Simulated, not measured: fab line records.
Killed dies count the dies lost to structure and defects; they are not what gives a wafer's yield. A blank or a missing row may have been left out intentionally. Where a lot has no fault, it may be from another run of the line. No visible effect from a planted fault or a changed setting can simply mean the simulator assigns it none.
A struck lot beside a sound one + flow sky130 + 16 out of 708 route steps
Sound: wafers L422.3, L422.4, L422.6. Struck: wafers L429.1, L429.6 (left out: L429.4, a lot-mate that was not struck); the cause follows at the end.
Per side, at each step with rows, come the tool, then ch with its chambers, and then its first start. Under that, the readings that differ: sound wafers + struck wafers + difference of the means + sigmas: that difference in standard deviations of wafers without a fault.
alike: a reading whose means differ by less than 2 such deviations, as well as words and numbers matching on both sides. not compared: withheld readings; readings where some wafer has no value; bounds like >300 that might hide an equal value; numbers whose values overlap and for which the record gives no deviation.
The two part at a step that has a row with sigmas, a row that says differs or no value, or rows on one side only. When numbers do not overlap yet have no deviation, they are printed without sigmas and do not part them. A reading missing from all wafers of one side parts the sides only when that side holds two or more wafers.

first, 2 steps without rows for these wafers: SKY_METAL3_PEB_11; SKY_METAL3_DEVELOP_12 (develop time 60 s).
SKY_METAL3_CD_MEAS_13 targets a cd of 300 nm.
  sound on cdSem-01 at day 39 09:02; struck on cdSem-02 at day 41 09:38
  alike: cdNm
SKY_METAL3_OVL_MEAS_14:
  sound on overlay-02 at day 39 09:07; struck on overlay-02 at day 41 09:46
  alike: METAL3_OVL
SKY_METAL3_DESCUM_15: chemistry O2, time 8 s.
  sound on rieMetal-03 ch 0,1, day 39 09:09; struck on rieMetal-03 ch 1, day 41 09:47
  alike: drypumpMotorCurrentA, oesProductAu
  not compared: rfHoursCounterH
SKY_METAL3_ETCH_16: etches BARC in N2/H2, stops on SiO2, time 88.2 s, target depth 60 nm.
  sound on rieMetal-03 ch 0,1, day 39 09:13; struck on rieMetal-03 ch 1, day 41 09:50
  alike: drypumpMotorCurrentA, oesProductAu, throttleValvePct
  not compared: rfHoursCounterH
SKY_METAL3_ETCH_17: etches SiO2 in C4F8/O2/Ar, stops on TiN, time 3.9 s, target depth 15 nm.
  sound on rieDiel-02 ch 1,3, day 39 09:16; struck on rieDiel-02 ch 3, day 41 09:55
  alike: oesProductAu
  not compared: rfHoursCounterH
SKY_METAL3_METAL_ETCH_18: etches the open film in Cl2/BCl3, stops on SiO2, target depth 845 nm, time 183.1 s.
  sound on rieMetal-01 ch 0,1, day 39 09:21; struck on rieMetal-04 ch 0,1, day 41 09:56
  alike: drypumpMotorCurrentA, oesProductAu, throttleValvePct
  not compared: rfHoursCounterH
SKY_METAL3_STRIP_19: strips in O2/N2.
  sound on plasmaAsher-03 ch 0,1, day 39 09:30; struck on plasmaAsher-02 ch 0,1, day 41 10:07
  alike: drypumpMotorCurrentA, oesProductAu, stripTimeToEndpointS
  not compared: rfHoursCounterH
then, 3 steps without rows for these wafers: SKY_METAL3_STRIP_20 (strips in post etch residue remover, time 1200 s); SKY_METAL3_CLEAN_21 (cleans in IPA, time 180 s); SKY_METAL3_CLEAN_22 (cleans in O3/DIW).
SKY_VIA3_HDPCVD_00: deposits SiO2, target thk 1635 nm, time 272.5 s.
  sound on hdpcvd-01 ch 0,1, day 39 10:05; struck on hdpcvd-01 ch 0,2, day 41 10:43
| reading                                 | sound             | struck      | difference | sigmas      |
|-----------------------------------------|-------------------|-------------|------------|-------------|
| runLengthS (s)                          | 301.4 300.1 300.7 | 234.8 235.6 | -65.5      | -99 or more |
| model.SiO2_of_VIA3_HDPCVD_00.thkNm (nm) | 1618 1616 1626    | 1233 1224   | -392       |             |
SKY_VIA3_THK_MEAS_01:
  sound on filmMetro-02 at day 39 10:16; struck on filmMetro-03 at day 41 10:53
| reading              | sound          | struck    | difference | sigmas |
|----------------------|----------------|-----------|------------|--------|
| VIA3_HDPCVD_THK (nm) | 1617 1616 1626 | 1234 1223 | -391       | -20    |
then, 1 step without rows for these wafers: SKY_VIA3_CMP_02 (polishes SiO2).
-- the record jumps here: 7 days lie between the struck wafers' starts before and after (it left off in module VIA3 and takes up again in module PAD_OPEN, whose first step shown is number 708 of the route) --
SKY_PAD_OPEN_PROBE_99:
  sound on prober-02 at day 46 11:40; struck on prober-02 at day 48 01:23
| reading                               | sound               | struck              | difference | sigmas |
|---------------------------------------|---------------------|---------------------|------------|--------|
| model.etest.tester.sort_bin_3_pct (%) | 0 0.4065 1.423      | 4.065 3.251         | +3.048     |        |
| model.etest.met4Comb.leakLog10AUm     | -11.99 -11.9 -12.16 | -10.08 -9.793       | +2.08      |        |
| model.etest.tester.sort_bin_8_pct (%) | 0 0 0               | 4.347e-07 6.319e-07 | +5.333e-07 |        |
  alike: defectLimitedYield, killed_at_M0_to_M3, killed_at_M4_up, killedAtContacts, killedAtFrontEnd, killedAtOther, killedDies, killedOpen, killedShort
  not compared: model.etest.tester.sort_bin_4_pct

WHERE THEY PART
Last at SKY_VIA3_THK_MEAS_01 as far as this record goes, first at SKY_VIA3_HDPCVD_00. Later steps at which nothing parts them and some readings are alike: SKY_PAD_OPEN_PROBE_99.

WHY: whatever the simulator had introduced
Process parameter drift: hdpcvd-01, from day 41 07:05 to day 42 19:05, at SKY_VIA3_HDPCVD_00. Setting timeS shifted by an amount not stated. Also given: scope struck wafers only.
